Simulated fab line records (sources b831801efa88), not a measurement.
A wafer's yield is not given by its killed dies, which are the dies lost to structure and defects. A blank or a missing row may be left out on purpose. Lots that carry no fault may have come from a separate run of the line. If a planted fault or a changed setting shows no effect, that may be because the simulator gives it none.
Matching of chambers + flow sky130 + SKY_CONTACT_CMP_04 on cmp-02 has 4 sister chambers
The step polishes SiO2. 4 wafers are shown with their chamber, then 8 later ones without.

WAFERS WITH THEIR CHAMBER
| wafer  | chamber | motor current A (A) |
|--------|---------|---------------------|
| L503.4 | 0       | 13.0                |
| L513.3 | 3       | 11.4                |
| L513.5 | 2       | 11.0                |
| L519.2 | 1       | 12.4                |

WAFERS WITHOUT THEIR CHAMBER
| wafer  | motor current A (A) |
|--------|---------------------|
| L519.3 | 11.3                |
| L519.6 | 12.5                |
| L521.2 | 12.5                |
| L521.3 | 10.9                |
| L521.4 | 13.2                |
| L523.1 | 11.4                |
| L523.5 | 10.9                |
| L523.6 | 11.8                |

WHICH CHAMBER EACH WENT THROUGH
| wafer  | from the rows above     | in truth                   |
|--------|-------------------------|----------------------------|
| L519.3 | can't be placed: 3 or 2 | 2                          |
| L519.6 | 1                       | 1                          |
| L521.2 | 1                       | 1                          |
| L521.3 | 2                       | 2                          |
| L521.4 | 0                       | 0                          |
| L523.1 | 3                       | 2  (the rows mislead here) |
| L523.5 | 2                       | 2                          |
| L523.6 | can't be placed: 3 or 1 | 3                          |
Placed correctly: 5 of 8. These rows do not allow placing 2 (true chamber among the candidates in 2). 1 placed wrongly.
How it was worked out, from the rows above alone: a wafer's distance from a chamber is the root of the sum, over the readings, of the square of ((its reading less the chamber's mean) divided by the reading's scatter). If the next closest chamber is less than 2 further off than the closest, the wafer can't be placed; otherwise it belongs to the closest. For every chamber, the mean is computed from those of its wafers that are shown. The scatter: with one shown wafer a chamber, the root of the mean of the squares of how far each hidden wafer lies from its nearest shown one.
